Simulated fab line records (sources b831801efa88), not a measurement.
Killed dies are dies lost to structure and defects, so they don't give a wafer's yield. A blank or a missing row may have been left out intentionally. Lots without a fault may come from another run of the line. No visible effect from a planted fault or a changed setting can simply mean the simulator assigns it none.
A struck lot beside a sound one | flow sky130 | 32 steps out of a route of 708
Sound: these wafers, L913.1, L913.2, L913.3. Wafers L920.4, L920.5, L920.6 were the ones struck. Last of all comes the cause.
At each step with rows: each side's tool, then ch and its chambers, then its first start. Under that, the readings that differ: sound wafers | struck wafers | difference of the means | sigmas: that difference in standard deviations of wafers without a fault.
alike: readings with means less than 2 such deviations apart, plus words and numbers identical on both sides. not compared: withheld readings, readings lacking a value on some wafer, bounds such as >300 that could conceal the same value, and numbers that have no deviation in the record and whose values overlap.
A row with sigmas, a row that says differs or no value, or rows on one side alone: a step with any of these is where the two part. When numbers do not overlap yet have no deviation, they are printed without sigmas and do not part them. A reading that every wafer of one side lacks parts them only if that side has two wafers or more.

first, 3 steps without rows for these wafers: SKY_POLY_CUT_EXPOSE_05 (exposes mask NPCM, target cd 270 nm); SKY_POLY_CUT_PEB_06; SKY_POLY_CUT_DEVELOP_07 (develop time 60 s).
SKY_POLY_CUT_CD_MEAS_08: target cd 270 nm.
  sound on cd_sem-01, day 26 01:40; struck on cd_sem-02, day 28 10:23
  reading    | sound             | struck            | difference | sigmas
  cd_nm (nm) | 272.5 272.7 272.9 | 267.6 267.6 268.9 | -4.7       | -3
SKY_POLY_CUT_OVL_MEAS_09:
  sound on overlay-01, day 26 01:47; struck on overlay-01, day 28 10:27
  alike: POLY_CUT_OVL
SKY_POLY_CUT_ETCH_10: etches BARC in N2/H2, stops on SiO2, time 45.9 s, target depth 60 nm.
  sound on rie_diel-01 ch 0,1,3, day 26 01:49; struck on rie_diel-03 ch 0,1,3, day 28 10:29
  reading                | sound   | struck | difference                    | sigmas
  rf_hours_counter_h (h) | 62 1 17 | - - -  | no value on the struck wafers |
  alike: drypump_motor_current_A, oes_product_au, throttle_valve_pct
SKY_POLY_CUT_ETCH_11: etches Si3N4 in CF4/CH2F2/Ar, stops on poly-Si, time 42.5 s, target depth 60 nm.
  sound on rie_diel-01 ch 0,1,3, day 26 01:52; struck on rie_diel-03 ch 0,1,3, day 28 10:32
  reading                | sound   | struck | difference                    | sigmas
  rf_hours_counter_h (h) | 62 1 17 | - - -  | no value on the struck wafers |
  alike: drypump_motor_current_A, oes_product_au, throttle_valve_pct
SKY_POLY_CUT_STRIP_12: strips in O2/N2.
  sound on plasma_asher-02 ch 0,1, day 26 01:54; struck on plasma_asher-01 ch 0,1, day 28 10:35
  alike: drypump_motor_current_A, oes_product_au, strip_time_to_endpoint_s
  not compared: rf_hours_counter_h
then, 4 steps without rows for these wafers: SKY_SD_P_DEHYDRATE_00 (time 60 s); SKY_SD_P_HMDS_01 (prime time 60 s); SKY_SD_P_COAT_02 (resist thk 1140 nm); SKY_SD_P_SOFTBAKE_03 (time 60 s).
SKY_SD_P_EXPOSE_04: exposes mask PSDM, target cd 380 nm.
  sound on iline_stepper-02 ch 0, day 26 16:16; struck on iline_stepper-01 ch 0, day 29 00:36
  reading | sound                | struck               | difference | sigmas
  mask    | PSDM#0 PSDM#0 PSDM#0 | URPM#0 URPM#0 URPM#0 | differs    |
  alike: exposure_dose_mJ_cm2, stage_vel_mm_s
then, 2 steps without rows for these wafers: SKY_SD_P_PEB_05; SKY_SD_P_DEVELOP_06 (develop time 60 s).
SKY_SD_P_CD_MEAS_07: target cd 380 nm.
  sound on cd_sem-01, day 27 06:02; struck on cd_sem-02, day 29 14:35
  reading    | sound             | struck | difference                    | sigmas
  cd_nm (nm) | 379.4 382.8 380.9 | - - -  | no value on the struck wafers |
SKY_SD_P_OVL_MEAS_08:
  sound on overlay-01, day 27 06:09; struck on overlay-02, day 29 14:40
  reading       | sound        | struck | difference                    | sigmas
  SD_P_OVL (nm) | 0.5 -1.1 1.4 | - - -  | no value on the struck wafers |
next, for these wafers, 1 step has no rows: SKY_SD_P_IMPLANT_09.
SKY_SD_P_STRIP_10: strips in O2/N2.
  sound on plasma_asher-01 ch 0,1, day 27 06:20; struck on plasma_asher-02 ch 0,1, day 29 14:52
  alike: drypump_motor_current_A, oes_product_au, strip_time_to_endpoint_s
  not compared: rf_hours_counter_h
SKY_SD_P_TW_MEAS_11:
  sound on film_metro-03, day 27 06:26; struck on film_metro-01, day 29 14:58
  reading | sound          | struck   | difference | sigmas
  SD_P_TW | 2814 2783 2809 | 30 30 30 | -2772      | -99 or more
then, 8 steps without rows for these wafers: SKY_RES_XHIGH_DEHYDRATE_00 (time 60 s); SKY_RES_XHIGH_HMDS_01 (prime time 60 s); SKY_RES_XHIGH_COAT_02 (resist thk 1140 nm); SKY_RES_XHIGH_SOFTBAKE_03 (time 60 s); SKY_RES_XHIGH_EXPOSE_04 (exposes mask URPM, target cd 1270 nm); SKY_RES_XHIGH_PEB_05; SKY_RES_XHIGH_DEVELOP_06 (develop time 60 s); SKY_RES_XHIGH_IMPLANT_07.
SKY_RES_XHIGH_STRIP_08: strips in O2/N2.
  sound on plasma_asher-02 ch 0,1, day 28 11:02; struck on plasma_asher-03 ch 0,1, day 30 19:28
  alike: drypump_motor_current_A, oes_product_au, strip_time_to_endpoint_s
  not compared: rf_hours_counter_h
SKY_RES_XHIGH_TW_MEAS_09:
  sound on film_metro-04, day 28 11:08; struck on film_metro-04, day 30 19:34
  reading      | sound          | struck         | difference | sigmas
  RES_XHIGH_TW | 1643 1633 1641 | 2891 2872 2918 | +1255      | +99 or more
then, 1 step without rows for these wafers: SKY_SD_N_DEHYDRATE_00 (time 60 s).
-- a jump in the record: the struck wafers' starts before and after are 18 days apart (it breaks off in module SD_N and resumes in module PAD_OPEN, where the first step shown is number 708 of the route) --
SKY_PAD_OPEN_PROBE_99:
  only the struck wafers here have rows in the record (prober-01, day 48 19:37); the sound ones have none

== WHERE THEY PART ==
Earliest at SKY_POLY_CUT_CD_MEAS_08; latest, in this record, at SKY_PAD_OPEN_PROBE_99.

WHY: the cause the simulator had injected
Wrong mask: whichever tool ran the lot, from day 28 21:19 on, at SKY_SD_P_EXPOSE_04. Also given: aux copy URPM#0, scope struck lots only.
